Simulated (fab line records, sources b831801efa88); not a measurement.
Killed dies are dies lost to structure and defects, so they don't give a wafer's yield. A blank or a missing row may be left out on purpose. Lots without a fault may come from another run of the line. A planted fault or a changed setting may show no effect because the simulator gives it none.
One fault seen from 2 desks | flow gf180mcu | each desk has only its own numbers; what lay behind them comes last

THE METROLOGY DESK
What the gauges read, lot by lot, whatever tool the lot ran on: means of the sampled wafers that have a number. A lot is out of limits, marked OUT, if its mean lies more than 4 standard deviations from the usual mean; the brackets give that distance.
Columns: A = CONTACT_CVD_02_THK at GF_CONTACT_THK_MEAS_03, usual 860 nm; B = V1_W_RS at GF_V1_RS_MEAS_24, usual 0.324 ohm/sq; C = V2_CVD_02_THK at GF_V2_THK_MEAS_03, usual 851 nm
lot  | first seen here | A   | B     | C
L340 | day 15 08:28    | 855 | 0.328 | 850
L341 | day 15 09:13    | 863 | 0.323 | 844
L342 | day 15 22:20    | 874 | 0.326 | 852
L343 | day 16 04:06    | 851 | 0.330 | 852
L344 | day 16 16:55    | 860 | 0.323 | 859
L345 | day 16 23:28    | 858 | 0.328 | 863
L346 | day 17 15:41    | 870 | 0.323 | 861
L355 | day 20 16:26    | 871 | 0.326 | 855
L356 | day 20 23:59    | 865 | 0.324 | 845
L358 | day 21 13:06    | 857 | 0.328 | 838
L361 | day 22 16:33    | 873 | 0.321 | 854
L362 | day 23 03:00    | 862 | 0.322 | 843
This desk's finding: nothing out of limits on any of the 12 lots.

THE TOOL OWNER'S DESK: litho_track-01
The tool's own readings at GF_PSD_SOFTBAKE_03 (time 60 s): means of the sampled wafers that have a number, for each lot that ran on this tool. A lot is out of limits, marked OUT, if its mean lies more than 4 standard deviations from the usual mean; the brackets give that distance.
Columns: A = heater_power_total_W at GF_PSD_SOFTBAKE_03, usual 56.60 W; B = plate_temp_C at GF_PSD_SOFTBAKE_03, usual 90.01 C
lot  | first seen here | A               | B
L342 | day 14 10:34    | 56.60           | 90.04
L343 | day 14 17:34    | 56.59           | 90.05
L344 | day 15 05:28    | 56.61           | 90.00
L345 | day 15 12:49    | 56.57           | 90.03
L346 | day 16 03:22    | 56.64           | 89.89
L355 | day 19 01:52    | 55.99 (-15) OUT | 89.37 (-4.6) OUT
L356 | day 19 10:16    | 56.02 (-14) OUT | 89.21 (-5.7) OUT
This desk's finding: out of limits on L355, L356; first on L355, day 19 01:52 (heater_power_total_W at GF_PSD_SOFTBAKE_03). In limits: L342, L343, L344, L345, L346.

PUT TOGETHER
The tool owner's desk could have raised an alarm at day 19 01:52, on L355, L356.
The metrology desk saw nothing out of limits.
The metrology desk has L355, L356 on record, within its limits.
Of the lots named, all ran GF_PSD_SOFTBAKE_03 on litho_track-01.

WHAT THE SIMULATOR HAD PUT IN
Process parameter drift: litho_track-01, from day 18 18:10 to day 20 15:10, at GF_PSD_SOFTBAKE_03. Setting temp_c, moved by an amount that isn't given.
Lots struck among those shown: L355, L356.
Hours from the fault's start to each desk's first reading out of limits: the tool owner's desk, 8.
